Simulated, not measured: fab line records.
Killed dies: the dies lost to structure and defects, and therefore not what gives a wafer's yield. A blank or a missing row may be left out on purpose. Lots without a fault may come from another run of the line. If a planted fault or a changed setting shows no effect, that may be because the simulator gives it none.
A lot that was struck, set against a sound lot || flow gf180mcu || 21 out of 602 route steps
Sound: these wafers, L585.1, L585.2, L585.3. The struck wafers were L601.4, L601.5. The cause is named last.
Order at every step that has rows: each side's tool, ch and its chambers, its first start. Under that, the readings that differ: sound wafers || struck wafers || difference of the means || sigmas: that difference in standard deviations of wafers without a fault.
alike: words and numbers the same on both sides, and readings whose means are apart by under 2 such deviations; not compared: readings that were withheld, readings missing a value for some wafer, numbers with overlapping values and no deviation given by the record, and bounds like >300 which may hide the same value.
Wherever a step has rows on one side only, a row that says differs or no value, or a row with sigmas, the two part there. Non-overlapping numbers with no deviation appear without sigmas and do not part them. Lack of a reading on every wafer of one side parts them only where that side has two or more wafers.

first, 2 steps without rows for these wafers: GF_MIM_SPUTTER_02 (material AlCu, target thk 450 nm, time 23.9 s); GF_MIM_SPUTTER_03 (material Ti, target thk 10 nm, time 6.7 s).
GF_MIM_SPUTTER_04: material TiN, target thk 50 nm, time 41.7 s.
  sound on pvd_sputter-02 at day 26 13:15; struck on pvd_sputter-02 at day 31 07:15
  alike: cathode_dc_power_W, throttle_valve_pct
GF_MIM_CVD_05: deposits Si3N4, target thk 42 nm, time 29.086 s.
  sound on pecvd-04 ch 0,1,2, day 26 13:17; struck on pecvd-02 ch 0,1, day 31 07:19
  alike: heater_power_w, temp_max_c
GF_MIM_THK_MEAS_06:
  sound on film_metro-04 at day 26 13:19; struck on film_metro-04 at day 31 07:22
{"reading": "MIM_CVD_05_THK (nm)", "sound": "41.5 41.2 40.9", "struck": "42.1 42.7", "difference": "+1.2", "sigmas": "+2"}
GF_MIM_SPUTTER_07: material TiN, target thk 60 nm, time 50 s.
  sound on pvd_sputter-04 at day 26 13:23; struck on pvd_sputter-03 at day 31 07:24
  alike: cathode_dc_power_W, throttle_valve_pct
GF_MIM_SPUTTER_08: material AlCu, target thk 200 nm, time 10.6 s.
  sound on pvd_sputter-04 at day 26 13:25; struck on pvd_sputter-03 at day 31 07:27
  alike: cathode_dc_power_W, throttle_valve_pct
GF_MIM_SPUTTER_09: material TiN, target thk 35 nm, time 29.2 s.
  sound on pvd_sputter-04 at day 26 13:27; struck on pvd_sputter-03 at day 31 07:28
  alike: cathode_dc_power_W, throttle_valve_pct
GF_MIM_RS_MEAS_10: measurement is done with a four-point probe.
  sound on film_metro-04 at day 26 13:29; struck on film_metro-01 at day 31 07:34
  alike: MIM_ALCU_RS
GF_MIM_THK_MEAS_11: measures by xrf.
  sound on film_metro-04 at day 26 13:36; struck on film_metro-01 at day 31 07:39
  alike: MIM_ALCU_THK
then, 2 steps without rows for these wafers: GF_MIM_DEHYDRATE_12 (time 60 s); GF_MIM_HMDS_13 (prime time 60 s).
GF_MIM_COAT_14: resist thk 1000 nm.
  sound on litho_track-04 ch 0, day 26 22:54; struck on litho_track-02 ch 0, day 31 15:59
{"reading": "model.NOVOLAK_of_MIM_COAT_14.thk_nm (nm)", "sound": "998.8 996 997.3", "struck": "972.5 974.3", "difference": -24.0, "sigmas": ""}
then, 4 steps without rows for these wafers: GF_MIM_SOFTBAKE_15 (time 60 s); GF_MIM_EXPOSE_16 (exposes mask FuseTop, target cd 2000 nm); GF_MIM_PEB_17; GF_MIM_DEVELOP_18 (develop time 60 s).
GF_MIM_METAL_ETCH_19: etches the open film in Cl2/BCl3, stops on Si3N4, target depth 324.5 nm, time 54.1 s.
  sound on rie_metal-04 ch 0,1, day 27 08:21; struck on rie_metal-04 ch 1, day 32 00:04
{"reading": "model.NOVOLAK_of_MIM_COAT_14.thk_nm (nm)", "sound": "867.2 866.5 867.4", "struck": "843.4 845.5", "difference": -22.6, "sigmas": ""}
  alike: drypump_motor_current_A, oes_product_au, throttle_valve_pct
  not compared: rf_hours_counter_h
GF_MIM_STRIP_20: strips in O2/N2.
  sound on plasma_asher-02 ch 0,1, day 27 08:25; struck on plasma_asher-01 ch 1, day 32 00:08
{"reading": "oes_product_au (a.u.)", "sound": "0.692 0.691 0.691", "struck": "0.680 0.671", "difference": -0.016, "sigmas": -4}
{"reading": "strip_time_to_endpoint_s (s)", "sound": "11.18 11.18 11.19", "struck": "10.91 10.93", "difference": -0.26, "sigmas": -8}
  alike: drypump_motor_current_A, heater_power_w
  not compared: rf_hours_counter_h
then, 1 step without rows for these wafers: GF_MIM_STRIP_21 (strips in post etch residue remover, time 1200 s).
-- the record jumps here: 3 days lie between the struck wafers' starts before and after (it left off in module MIM and takes up again in module PASSIVATION, whose first step shown is number 602 of the route) --
GF_PASSIVATION_PROBE_99:
  only the struck wafers here have rows in the record (prober-02, day 34 20:40); the sound ones have none

## WHERE THEY PART
Last at GF_PASSIVATION_PROBE_99 as far as this record goes, first at GF_MIM_THK_MEAS_06.

WHY: what had been put in by the simulator
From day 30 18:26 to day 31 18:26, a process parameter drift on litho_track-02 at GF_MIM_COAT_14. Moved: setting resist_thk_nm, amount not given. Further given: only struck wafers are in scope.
